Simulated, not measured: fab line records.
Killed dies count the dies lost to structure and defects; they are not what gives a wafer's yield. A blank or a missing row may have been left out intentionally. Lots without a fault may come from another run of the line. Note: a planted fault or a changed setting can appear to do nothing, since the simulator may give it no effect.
The tool behind it: which one? :: flow sky130 :: Sampling: 11 lots, 33 wafers, 6 of 708 route steps

== WHAT THE GAUGES READ, wafer by wafer ==
SKY_NWELL_TW_MEAS_15.
lot: L119
measured: day 5 18:46
on: film-metro-01
NWELL_TW: 1800 1809 1805

lot: L120
measured: day 6 03:04
on: film-metro-01
NWELL_TW: 1781 1776 1780

lot: L121
measured: day 6 07:38
on: film-metro-04
NWELL_TW: 1799 1807 1808

lot: L122
measured: day 6 13:49
on: film-metro-04
NWELL_TW: 2008 2008 2006

lot: L123
measured: day 6 12:14
on: film-metro-01
NWELL_TW: 1784 1788 1782

lot: L126
measured: day 7 04:44
on: film-metro-01
NWELL_TW: 1800 1798 1792

lot: L128
measured: day 7 17:22
on: film-metro-02
NWELL_TW: 2058 2048 2049

lot: L132
measured: day 8 21:20
on: film-metro-04
NWELL_TW: 1809 1820 1819

lot: L134
measured: day 9 07:50
on: film-metro-02
NWELL_TW: 1814 1816 1815

lot: L137
measured: day 10 03:11
on: film-metro-01
NWELL_TW: 1779 1789 1789

lot: L138
measured: day 10 06:46
on: film-metro-02
NWELL_TW: 1827 1823 1843

SKY_NWELL_RS_MEAS_29: uses a four-point probe to measure.
lot: L119
measured: day 6 14:40
on: film-metro-02
NWELL_RS (ohm/sq): 622.9 622.2 621.8

lot: L120
measured: day 6 22:55
on: film-metro-04
NWELL_RS (ohm/sq): 628.0 625.9 626.6

lot: L121
measured: day 7 02:29
on: film-metro-01
NWELL_RS (ohm/sq): 625.3 626.4 626.3

lot: L122
measured: day 7 09:17
on: film-metro-04
NWELL_RS (ohm/sq): 516.7 517.2 515.7

lot: L123
measured: day 7 07:03
on: film-metro-01
NWELL_RS (ohm/sq): 623.2 625.8 624.6

lot: L126
measured: day 8 00:46
on: film-metro-04
NWELL_RS (ohm/sq): 623.1 620.6 623.3

lot: L128
measured: day 8 14:00
on: film-metro-01
NWELL_RS (ohm/sq): 517.3 517.4 517.0

lot: L132
measured: day 9 19:03
on: film-metro-04
NWELL_RS (ohm/sq): 624.3 623.4 623.6

lot: L134
measured: day 10 06:22
on: film-metro-04
NWELL_RS (ohm/sq): 625.4 625.1 625.9

lot: L137
measured: day 11 02:24
on: film-metro-04
NWELL_RS (ohm/sq): 623.4 625.8 623.6

lot: L138
measured: day 11 05:45
on: film-metro-02
NWELL_RS (ohm/sq): 624.5 625.0 624.1

SKY_VT_ADJUST_NCORE_TW_MEAS_11.
lot: L119
measured: day 10 01:41
on: film-metro-03
VT_ADJUST_NCORE_TW: 213.3 214.1 214.9

lot: L120
measured: day 10 11:31
on: film-metro-04
VT_ADJUST_NCORE_TW: 217.3 217.2 217.3

lot: L121
measured: day 10 15:32
on: film-metro-03
VT_ADJUST_NCORE_TW: 215.4 214.9 215.1

lot: L122
measured: day 10 23:51
on: film-metro-02
VT_ADJUST_NCORE_TW: 220.5 220.7 219.7

lot: L123
measured: day 10 21:46
on: film-metro-02
VT_ADJUST_NCORE_TW: 221.3 219.5 221.3

lot: L126
measured: day 11 18:23
on: film-metro-04
VT_ADJUST_NCORE_TW: 217.6 216.8 217.7

lot: L128
measured: day 12 09:13
on: film-metro-04
VT_ADJUST_NCORE_TW: 217.6 217.5 217.6

lot: L132
measured: day 13 17:48
on: film-metro-04
VT_ADJUST_NCORE_TW: 216.2 216.0 216.3

lot: L134
measured: day 14 06:21
on: film-metro-04
VT_ADJUST_NCORE_TW: 218.5 217.6 217.8

lot: L137
measured: day 15 05:19
on: film-metro-04
VT_ADJUST_NCORE_TW: 215.7 217.3 216.9

lot: L138
measured: day 15 08:21
on: film-metro-02
VT_ADJUST_NCORE_TW: 221.8 222.9 222.9

== WHICH TOOL RAN EACH LOT (tool, then ch and the chambers of the sampled wafers, then the start) ==
lot: L119
SKY_NWELL_IMPLANT_11: implanter-01 ch 0, day 5 18:13
SKY_NWELL_STRIP_14: plasma-asher-02 ch 0,1, day 5 18:40
SKY_VT_ADJUST_NCORE_STRIP_10: plasma-asher-03 ch 0,1, day 10 01:35

lot: L120
SKY_NWELL_IMPLANT_11: implanter-02 ch 0, day 6 02:32
SKY_NWELL_STRIP_14: plasma-asher-03 ch 0, day 6 02:58
SKY_VT_ADJUST_NCORE_STRIP_10: plasma-asher-01 ch 0, day 10 11:25

lot: L121
SKY_NWELL_IMPLANT_11: implanter-02 ch 0, day 6 07:05
SKY_NWELL_STRIP_14: plasma-asher-02 ch 0, day 6 07:32
SKY_VT_ADJUST_NCORE_STRIP_10: plasma-asher-04 ch 0,1, day 10 15:26

lot: L122
SKY_NWELL_IMPLANT_11: implanter-02 ch 0, day 6 07:34
SKY_NWELL_STRIP_14: plasma-asher-03 ch 1, day 6 13:43
SKY_VT_ADJUST_NCORE_STRIP_10: plasma-asher-03 ch 0,1, day 10 23:44

lot: L123
SKY_NWELL_IMPLANT_11: implanter-01 ch 0, day 6 11:41
SKY_NWELL_STRIP_14: plasma-asher-04 ch 0,1, day 6 12:07
SKY_VT_ADJUST_NCORE_STRIP_10: plasma-asher-01 ch 0, day 10 21:40

lot: L126
SKY_NWELL_IMPLANT_11: implanter-03 ch 0, day 7 04:11
SKY_NWELL_STRIP_14: plasma-asher-03 ch 0, day 7 04:38
SKY_VT_ADJUST_NCORE_STRIP_10: plasma-asher-01 ch 1, day 11 18:17

lot: L128
SKY_NWELL_IMPLANT_11: implanter-02 ch 0, day 7 16:49
SKY_NWELL_STRIP_14: plasma-asher-03 ch 0,1, day 7 17:16
SKY_VT_ADJUST_NCORE_STRIP_10: plasma-asher-03 ch 0,1, day 12 09:07

lot: L132
SKY_NWELL_IMPLANT_11: implanter-01 ch 0, day 8 20:47
SKY_NWELL_STRIP_14: plasma-asher-03 ch 0,1, day 8 21:13
SKY_VT_ADJUST_NCORE_STRIP_10: plasma-asher-04 ch 0, day 13 17:41

lot: L134
SKY_NWELL_IMPLANT_11: implanter-01 ch 0, day 9 07:19
SKY_NWELL_STRIP_14: plasma-asher-04 ch 0,1, day 9 07:45
SKY_VT_ADJUST_NCORE_STRIP_10: plasma-asher-04 ch 0,1, day 14 06:16

lot: L137
SKY_NWELL_IMPLANT_11: implanter-02 ch 0, day 10 02:38
SKY_NWELL_STRIP_14: plasma-asher-02 ch 0,1, day 10 03:04
SKY_VT_ADJUST_NCORE_STRIP_10: plasma-asher-03 ch 0,1, day 15 05:13

lot: L138
SKY_NWELL_IMPLANT_11: implanter-02 ch 0, day 10 06:13
SKY_NWELL_STRIP_14: plasma-asher-03 ch 0, day 10 06:40
SKY_VT_ADJUST_NCORE_STRIP_10: plasma-asher-04 ch 0, day 15 08:15
- SKY_NWELL_IMPLANT_11
- SKY_NWELL_STRIP_14: strips in O2/N2.
- SKY_VT_ADJUST_NCORE_STRIP_10: strips in O2/N2.

== AS READ BY THE TOOLS THEMSELVES (means over the sampled wafers that have a number; for cases with no such wafer, the mark the record gives instead) ==
SKY_NWELL_IMPLANT_11.
lot: L119
tool: implanter-01
beam-energy-keV: 400.09
dose-ions-cm2: 1.8966e+13
faraday-current-uA: 107.3

lot: L120
tool: implanter-02
beam-energy-keV: 400.10
dose-ions-cm2: 1.8980e+13
faraday-current-uA: 107.8

lot: L121
tool: implanter-02
beam-energy-keV: 400.07
dose-ions-cm2: 1.9000e+13
faraday-current-uA: 106.9

lot: L122
tool: implanter-02
beam-energy-keV: 399.94
dose-ions-cm2: 2.7089e+13
faraday-current-uA: 153.0

lot: L123
tool: implanter-01
beam-energy-keV: 399.97
dose-ions-cm2: 1.9005e+13
faraday-current-uA: 106.0

lot: L126
tool: implanter-03
beam-energy-keV: 400.01
dose-ions-cm2: 1.8988e+13
faraday-current-uA: 109.4

lot: L128
tool: implanter-02
beam-energy-keV: 399.96
dose-ions-cm2: 2.7104e+13
faraday-current-uA: 151.4

lot: L132
tool: implanter-01
beam-energy-keV: 399.93
dose-ions-cm2: 1.9014e+13
faraday-current-uA: 106.8

lot: L134
tool: implanter-01
beam-energy-keV: 400.11
dose-ions-cm2: 1.8985e+13
faraday-current-uA: 106.7

lot: L137
tool: implanter-02
beam-energy-keV: 399.96
dose-ions-cm2: 1.8961e+13
faraday-current-uA: 105.4

lot: L138
tool: implanter-02
beam-energy-keV: 399.89
dose-ions-cm2: 1.9007e+13
faraday-current-uA: 108.0

SKY_NWELL_STRIP_14.
lot: L119
tool: plasma-asher-02
drypump-motor-current-A (A): 5.4
oes-product-au (a.u.): 0.722
strip-time-to-endpoint-s (s): 36.93

lot: L120
tool: plasma-asher-03
drypump-motor-current-A (A): 4.7
oes-product-au (a.u.): 0.724
strip-time-to-endpoint-s (s): 36.96

lot: L121
tool: plasma-asher-02
drypump-motor-current-A (A): 5.6
oes-product-au (a.u.): 0.720
strip-time-to-endpoint-s (s): 36.81

lot: L122
tool: plasma-asher-03
drypump-motor-current-A (A): 5.9
oes-product-au (a.u.): 0.717
strip-time-to-endpoint-s (s): 37.01

lot: L123
tool: plasma-asher-04
drypump-motor-current-A (A): 6.3
oes-product-au (a.u.): 0.721
strip-time-to-endpoint-s (s): 36.99

lot: L126
tool: plasma-asher-03
drypump-motor-current-A (A): 4.7
oes-product-au (a.u.): 0.722
strip-time-to-endpoint-s (s): 36.99

lot: L128
tool: plasma-asher-03
drypump-motor-current-A (A): 5.5
oes-product-au (a.u.): 0.721
strip-time-to-endpoint-s (s): 37.07

lot: L132
tool: plasma-asher-03
drypump-motor-current-A (A): 5.1
oes-product-au (a.u.): 0.723
strip-time-to-endpoint-s (s): 36.95

lot: L134
tool: plasma-asher-04
drypump-motor-current-A (A): 6.2
oes-product-au (a.u.): 0.726
strip-time-to-endpoint-s (s): 37.24

lot: L137
tool: plasma-asher-02
drypump-motor-current-A (A): 5.4
oes-product-au (a.u.): 0.723
strip-time-to-endpoint-s (s): 36.96

lot: L138
tool: plasma-asher-03
drypump-motor-current-A (A): 4.7
oes-product-au (a.u.): 0.725
strip-time-to-endpoint-s (s): 37.12

SKY_VT_ADJUST_NCORE_STRIP_10.
lot: L119
tool: plasma-asher-03
drypump-motor-current-A (A): 5.1
oes-product-au (a.u.): 0.716
strip-time-to-endpoint-s (s): 14.17

lot: L120
tool: plasma-asher-01
drypump-motor-current-A (A): 6.0
oes-product-au (a.u.): 0.717
strip-time-to-endpoint-s (s): 14.20

lot: L121
tool: plasma-asher-04
drypump-motor-current-A (A): 6.2
oes-product-au (a.u.): 0.719
strip-time-to-endpoint-s (s): 14.17

lot: L122
tool: plasma-asher-03
drypump-motor-current-A (A): 5.5
oes-product-au (a.u.): 0.715
strip-time-to-endpoint-s (s): 14.14

lot: L123
tool: plasma-asher-01
drypump-motor-current-A (A): 6.0
oes-product-au (a.u.): 0.714
strip-time-to-endpoint-s (s): 14.19

lot: L126
tool: plasma-asher-01
drypump-motor-current-A (A): 5.3
oes-product-au (a.u.): 0.716
strip-time-to-endpoint-s (s): 14.22

lot: L128
tool: plasma-asher-03
drypump-motor-current-A (A): 5.5
oes-product-au (a.u.): 0.715
strip-time-to-endpoint-s (s): 14.14

lot: L132
tool: plasma-asher-04
drypump-motor-current-A (A): 6.0
oes-product-au (a.u.): 0.718
strip-time-to-endpoint-s (s): 14.16

lot: L134
tool: plasma-asher-04
drypump-motor-current-A (A): 6.3
oes-product-au (a.u.): 0.717
strip-time-to-endpoint-s (s): 14.11

lot: L137
tool: plasma-asher-03
drypump-motor-current-A (A): 5.1
oes-product-au (a.u.): 0.721
strip-time-to-endpoint-s (s): 14.23

lot: L138
tool: plasma-asher-04
drypump-motor-current-A (A): 6.0
oes-product-au (a.u.): 0.720
strip-time-to-endpoint-s (s): 14.16

== THE ANSWER, worked out from the rows above alone ==
Rule: what is usual is taken from the lots themselves. Put in order of their means at a reading, lots are off if they are a third of the lots or fewer, leave a main group of 4 or more, and stand apart from it by a gap of 3 or more times the standard deviation of the main group's means; of several such gaps the widest counts. If all means in a main group match to the digits the tables above print for the reading, that group is not used. A lot without any number at a reading at which 4 lots or more have one is off too. Where the step has rows for the other lots, those lots are counted as sound. The gauges are gone through in route order, then the tools' own readings, and for those a lot's mean is taken as printed above. The first step at which some lot is off is used, and at that step the reading that is off furthest; a lot without a number counts as furthest.
Off: L122, L128, at SKY_NWELL_TW_MEAS_15 (NWELL_TW). Main group: mean 1802, sd 16.
If a tool, at a process step before that reading, ran all the lots that are off and no sound lot after the first of them, it fits. The gauges at SKY_NWELL_TW_MEAS_15 aren't tried: what is off there is off at SKY_NWELL_IMPLANT_11 too, on other tools, and a gauge's error can't cause that. None of those tried fits.

== WHAT THE SIMULATOR HAD PUT IN ==
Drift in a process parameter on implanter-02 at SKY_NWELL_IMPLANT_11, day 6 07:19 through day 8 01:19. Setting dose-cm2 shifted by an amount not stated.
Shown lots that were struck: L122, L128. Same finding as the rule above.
